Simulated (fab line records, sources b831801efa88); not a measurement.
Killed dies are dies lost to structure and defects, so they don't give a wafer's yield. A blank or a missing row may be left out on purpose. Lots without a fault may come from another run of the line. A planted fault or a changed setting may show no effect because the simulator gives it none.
A struck lot beside a sound one | flow sfq_line | 13 steps out of a route of 325
Sound: wafers L811.1, L811.2, L811.6. Struck: wafers L809.1, L809.3, L809.4. The cause comes at the end.
At each step with rows: each side's tool, then ch and its chambers, then its first start. Under that, the readings that differ: sound wafers | struck wafers | difference of the means | sigmas: that difference in standard deviations of wafers without a fault.
alike: readings whose means differ by less than 2 such deviations, and words and numbers that are the same on both sides. not compared: withheld readings, readings that some wafer has no value for, bounds like >300 that may hide the same value, and numbers for which the record gives no deviation and whose values overlap.
The two part at a step that has a row with sigmas, a row that says differs or no value, or rows on one side only. Numbers that don't overlap but have no deviation are shown without sigmas and don't part them. A reading that every wafer of one side lacks parts them only if that side has two wafers or more.

SFQ_I0_OVL_MEAS_908:
  sound on overlay-02, day 25 11:47; struck on overlay-01, day 24 07:05
  alike: I0_OVL
SFQ_TRILAYER_I0_VIA_BARC_OPEN_VIA_ETCH_046: etches BARC in O2, target depth 125 nm, time 41.7 s.
  sound on rie_diel-04 ch 0,1,2, day 25 11:49; struck on rie_diel-03 ch 0,1,2, day 24 07:07
  alike: drypump_motor_current_A, oes_product_au
  not compared: rf_hours_counter_h
SFQ_TRILAYER_I0_VIA_ETCH_VIA_ETCH_034: etches SiO2 in CHF3, stops on Nb, target depth 260 nm.
  sound on rie_diel-04 ch 0,1,2, day 25 11:52; struck on rie_diel-03 ch 0,1,2, day 24 07:10
  alike: drypump_motor_current_A, oes_product_au
SFQ_TRILAYER_I0_VIA_STRIP_STRIP_035: strips in O2.
  sound on rie_metal-04 ch 0,1, day 25 11:58; struck on rie_metal-04 ch 0,1, day 24 07:16
  alike: drypump_motor_current_A, oes_product_au
  not compared: rf_hours_counter_h
then, 2 steps without rows for these wafers: SFQ_TRILAYER_I0_VIA_STRIP_SOLV_CLEAN_036 (cleans in NMP, time 600 s); SFQ_TRILAYER_M1_DEP_PRE_CLEAN_038 (time 22.5 s).
SFQ_TRILAYER_M1_DEP_SPUTTER_037: material Nb, target thk 200 nm, time 133.3 s.
  sound on pvd_sputter-03, day 25 12:47; struck on pvd_sputter-04, day 24 08:04
  alike: cathode_dc_power_W, substrate_temp_c, throttle_valve_pct
SFQ_M1_RS_MEAS_909: measures by four-point-probe.
  sound on film_metro-01, day 25 12:53; struck on film_metro-02, day 24 08:10
  alike: M1_NB_RS
then, 3 steps without rows for these wafers: SFQ_TRILAYER_M1_LITHO_COAT_044 (resist thk 62 nm); SFQ_TRILAYER_M1_LITHO_COAT_039 (resist thk 600 nm); SFQ_TRILAYER_M1_LITHO_SOFTBAKE_043.
-- the record jumps here: 6 days lie between the struck wafers' starts before and after --
SFQ_TRILAYER_M1_LITHO_EXPOSE_040: exposes mask M1, target cd 500 nm.
  sound on krf_scanner-01 ch 0, day 31 13:38; struck on krf_scanner-01, day 30 17:14
  no value came back on the struck wafers for exposure_dose_mJ_cm2, focus_offset_nm (nm), na; on the sound wafers exposure_dose_mJ_cm2 reads 14.395 14.397 14.416
  alike: mask
then, 1 step without rows for these wafers: SFQ_TRILAYER_M1_LITHO_PEB_042 (peb time 60 s).

WHERE THEY PART
Only at SFQ_TRILAYER_M1_LITHO_EXPOSE_040, within this record.

WHY: what the simulator had put in
Skipped step whole: krf_scanner-01, from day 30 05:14 on, at SFQ_TRILAYER_M1_LITHO_EXPOSE_040. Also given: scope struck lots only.
